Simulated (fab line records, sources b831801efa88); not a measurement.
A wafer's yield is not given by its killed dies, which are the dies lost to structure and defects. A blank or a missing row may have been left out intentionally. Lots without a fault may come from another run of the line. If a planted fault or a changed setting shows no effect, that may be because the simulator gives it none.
Chamber matching + flow gf180mcu + GF_STI_CMP_25 on cmp-01 has 4 sister chambers
The step polishes, stops on Si3N4, t overpolish 33 s, target thk 524.6 nm. 8 wafers are shown with their chamber, then 7 later ones without.

== EACH WAFER AND ITS CHAMBER ==
| wafer  | chamber | motorCurrentA (A) | overpolishRunS (s) |
|--------|---------|-------------------|--------------------|
| L849.5 | 2       | 12.2              | 32.996             |
| L853.2 | 2       | 12.1              | 33.016             |
| L853.6 | 0       | 13.1              | 33.005             |
| L854.1 | 1       | 10.5              | 33.010             |
| L854.3 | 0       | 13.8              | 33.002             |
| L854.6 | 3       | 13.1              | 33.001             |
| L857.1 | 3       | 13.2              | 32.998             |
| L857.5 | 1       | 11.0              | 33.000             |

== WAFERS WITH NO CHAMBER GIVEN ==
| wafer  | motorCurrentA (A) | overpolishRunS (s) |
|--------|-------------------|--------------------|
| L857.6 | 13.4              | 32.996             |
| L858.3 | 12.9              | 33.007             |
| L858.5 | 13.9              | 32.991             |
| L858.6 | 13.4              | 32.995             |
| L859.2 | 13.1              | 33.004             |
| L859.4 | 10.8              | 32.998             |
| L859.5 | 11.2              | 33.000             |

== CHAMBER TAKEN BY EACH ==
| wafer  | from the rows above          | in truth |
|--------|------------------------------|----------|
| L857.6 | can't be placed: 3 or 0      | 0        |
| L858.3 | can't be placed: 3 or 0 or 2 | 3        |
| L858.5 | can't be placed: 0 or 3      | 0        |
| L858.6 | can't be placed: 3 or 0      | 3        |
| L859.2 | can't be placed: 3 or 0      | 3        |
| L859.4 | 1                            | 1        |
| L859.5 | can't be placed: 1 or 2      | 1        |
Correct placement for 1 of the 7. From these rows, 6 cannot be placed; in 6 the true chamber is one of the candidates. Number placed wrongly: 0.
How it was worked out, from the rows above alone: a wafer's distance from a chamber is the root of the sum, over the readings, of the square of ((its reading less the chamber's mean) divided by the reading's scatter). The wafer belongs to the nearest chamber; if the next one is less than 2 further off, it can't be placed. A chamber's mean is the mean of its shown wafers. The scatter: take each reading less its chamber's mean, square it, sum over the shown wafers, divide by the number of wafers less the number of chambers, and take the root.
